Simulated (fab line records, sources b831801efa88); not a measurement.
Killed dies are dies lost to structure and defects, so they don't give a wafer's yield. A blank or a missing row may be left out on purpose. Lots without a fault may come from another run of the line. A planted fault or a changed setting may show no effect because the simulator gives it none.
A struck lot beside a sound one | flow sky130 | 42 steps out of a route of 708
Sound: wafers L523.3, L523.4, L523.5. Struck: wafers L533.1, L533.5, L533.6. The cause comes at the end.
At each step with rows: each side's tool, then ch and its chambers, then its first start. Under that, the readings that differ: sound wafers | struck wafers | difference of the means | sigmas: that difference in standard deviations of wafers without a fault.
alike: readings whose means differ by less than 2 such deviations, and words and numbers that are the same on both sides. not compared: withheld readings, readings that some wafer has no value for, bounds like >300 that may hide the same value, and numbers for which the record gives no deviation and whose values overlap.
The two part at a step that has a row with sigmas, a row that says differs or no value, or rows on one side only. Numbers that don't overlap but have no deviation are shown without sigmas and don't part them. A reading that every wafer of one side lacks parts them only if that side has two wafers or more.

SKY_POLY_CUT_ETCH_10: etches BARC in N2/H2, stops on SiO2, time 45.9 s, target depth 60 nm.
  sound on rie_diel-02 ch 0,3, day 26 01:08; struck on rie_diel-02 ch 0,3, day 29 07:13
  alike: chamber_pressure_mTorr, drypump_motor_current_A, h2_flow_sccm, oes_product_au, throttle_valve_pct
  not compared: rf_hours_counter_h
SKY_POLY_CUT_ETCH_11: etches Si3N4 in CF4/CH2F2/Ar, stops on poly-Si, time 42.5 s, target depth 60 nm.
  sound on rie_diel-02 ch 0,3, day 26 01:11; struck on rie_diel-02 ch 0,3, day 29 07:15
  reading               | sound             | struck            | difference | sigmas
  oes_product_au (a.u.) | 0.823 0.815 0.817 | 0.841 0.833 0.841 | +0.020     | +3
  alike: ch2f2_flow_sccm, chamber_pressure_mTorr, drypump_motor_current_A, throttle_valve_pct
  not compared: rf_hours_counter_h
SKY_POLY_CUT_STRIP_12: strips in O2/N2.
  sound on plasma_asher-02 ch 0,1, day 26 01:16; struck on plasma_asher-04 ch 0,1, day 29 07:17
  alike: chamber_pressure_mTorr, drypump_motor_current_A, oes_product_au, strip_time_to_endpoint_s
  not compared: rf_hours_counter_h
then, 7 steps without rows for these wafers: SKY_SD_P_DEHYDRATE_00 (time 60 s); SKY_SD_P_HMDS_01 (prime time 60 s); SKY_SD_P_COAT_02 (resist thk 1140 nm); SKY_SD_P_SOFTBAKE_03 (time 60 s); SKY_SD_P_EXPOSE_04 (exposes mask PSDM, target cd 380 nm); SKY_SD_P_PEB_05; SKY_SD_P_DEVELOP_06 (develop time 60 s).
SKY_SD_P_CD_MEAS_07: target cd 380 nm.
  sound on cd_sem-01, day 27 06:23; struck on cd_sem-02, day 30 10:47
  alike: cd_nm
SKY_SD_P_OVL_MEAS_08:
  sound on overlay-02, day 27 06:29; struck on overlay-02, day 30 10:55
  alike: SD_P_OVL
SKY_SD_P_IMPLANT_09:
  sound on implanter-01 ch 0, day 27 06:34; struck on implanter-03 ch 0, day 30 10:56
then, 1 step without rows for these wafers: SKY_SD_P_STRIP_10 (strips in O2/N2).
SKY_SD_P_TW_MEAS_11:
  sound on film_metro-01, day 27 06:47; struck on film_metro-01, day 30 11:11
  alike: SD_P_TW
then, 8 steps without rows for these wafers: SKY_RES_XHIGH_DEHYDRATE_00 (time 60 s); SKY_RES_XHIGH_HMDS_01 (prime time 60 s); SKY_RES_XHIGH_COAT_02 (resist thk 1140 nm); SKY_RES_XHIGH_SOFTBAKE_03 (time 60 s); SKY_RES_XHIGH_EXPOSE_04 (exposes mask URPM, target cd 1270 nm); SKY_RES_XHIGH_PEB_05; SKY_RES_XHIGH_DEVELOP_06 (develop time 60 s); SKY_RES_XHIGH_IMPLANT_07.
SKY_RES_XHIGH_STRIP_08: strips in O2/N2.
  sound on plasma_asher-03 ch 0,1, day 28 10:55; struck on plasma_asher-02 ch 0,1, day 31 14:29
  alike: chamber_pressure_mTorr, drypump_motor_current_A, oes_product_au, strip_time_to_endpoint_s
  not compared: rf_hours_counter_h
SKY_RES_XHIGH_TW_MEAS_09:
  sound on film_metro-03, day 28 11:00; struck on film_metro-03, day 31 14:35
  alike: RES_XHIGH_TW
then, 7 steps without rows for these wafers: SKY_SD_N_DEHYDRATE_00 (time 60 s); SKY_SD_N_HMDS_01 (prime time 60 s); SKY_SD_N_COAT_02 (resist thk 1140 nm); SKY_SD_N_SOFTBAKE_03 (time 60 s); SKY_SD_N_EXPOSE_04 (exposes mask NSDM, target cd 380 nm); SKY_SD_N_PEB_05; SKY_SD_N_DEVELOP_06 (develop time 60 s).
SKY_SD_N_CD_MEAS_07: target cd 380 nm.
  sound on cd_sem-01, day 29 15:00; struck on cd_sem-02, day 32 18:08
  alike: cd_nm
SKY_SD_N_OVL_MEAS_08:
  sound on overlay-01, day 29 15:06; struck on overlay-01, day 32 18:15
  alike: SD_N_OVL
then, 2 steps without rows for these wafers: SKY_SD_N_IMPLANT_09; SKY_SD_N_IMPLANT_10.
SKY_SD_N_STRIP_11: strips in O2/N2.
  sound on plasma_asher-03 ch 0,1, day 29 15:27; struck on plasma_asher-03 ch 0,1, day 32 18:35
  alike: chamber_pressure_mTorr, drypump_motor_current_A, oes_product_au, strip_time_to_endpoint_s
  not compared: rf_hours_counter_h
SKY_SD_N_TW_MEAS_12:
  sound on film_metro-02, day 29 15:32; struck on film_metro-03, day 32 18:41
  alike: SD_N_TW
then, 2 steps without rows for these wafers: SKY_SD_N_CLEAN_13 (cleans in SC1/SC2, time 150 s); SKY_SD_N_RTA_14 (time 2 s).
SKY_SD_N_RS_MEAS_16: measures by four-point-probe.
  sound on film_metro-02, day 29 15:50; struck on film_metro-01, day 32 18:58
  alike: SD_N_RS
-- the record jumps here: 17 days lie between the struck wafers' starts before and after (it left off in module SD_N and takes up again in module PAD_OPEN, whose first step shown is number 708 of the route) --
SKY_PAD_OPEN_PROBE_99:
  sound on prober-02, day 47 02:22; struck on prober-01, day 49 09:22
  reading                                           | sound                 | struck               | difference | sigmas
  model.etest.pfet_g5v0d10v5.r_on_ohm_um            | 4692 4709 4713        | 4957 4992 5126       | +320       |
  model.etest.pfet_01v8.r_on_ohm_um                 | 2928 2971 2864        | 3148 3096 3235       | +239       |
  model.etest.pfet_g5v0d10v5.drive_ua_um            | 347.5 348.8 345.2     | 335.6 331.1 325.6    | -16.4      |
  model.etest.res_high_po.rs_ohm_sq_rim_less_centre | -2.544 -4.094 -0.3312 | -21.05 -17.8 -18.08  | -16.65     |
  model.etest.res_high_po.rs_ohm_sq_range           | 6.184 7.918 6.151     | 22.4 19.83 20.4      | +14.1      |
  model.etest.pfet_01v8_lvt.drive_ua_um             | 174.3 174.9 177.9     | 163 162.6 159.3      | -14        |
  model.etest.pfet_01v8_mvt.drive_ua_um             | 149.6 148.1 153.5     | 142.7 142.1 137.5    | -9.6       |
  model.etest.res_pdiff.rs_ohm_sq_rim_less_centre   | -3.445 -2.422 -3.632  | -8.567 -6.918 -6.337 | -4.108     |
  alike: killed_at_M0_to_M3, killed_at_M4_up, killed_at_contacts, killed_at_front_end, killed_at_other, killed_dies, killed_open, killed_short

WHERE THEY PART
Only at SKY_POLY_CUT_ETCH_11, within this record. Later steps at which nothing parts them and some readings are alike: SKY_POLY_CUT_STRIP_12, SKY_SD_P_CD_MEAS_07, SKY_SD_P_OVL_MEAS_08, SKY_SD_P_TW_MEAS_11, SKY_RES_XHIGH_STRIP_08, SKY_RES_XHIGH_TW_MEAS_09, SKY_SD_N_CD_MEAS_07, SKY_SD_N_OVL_MEAS_08, SKY_SD_N_STRIP_11, SKY_SD_N_TW_MEAS_12, SKY_SD_N_RS_MEAS_16, SKY_PAD_OPEN_PROBE_99.

WHY: what the simulator had put in
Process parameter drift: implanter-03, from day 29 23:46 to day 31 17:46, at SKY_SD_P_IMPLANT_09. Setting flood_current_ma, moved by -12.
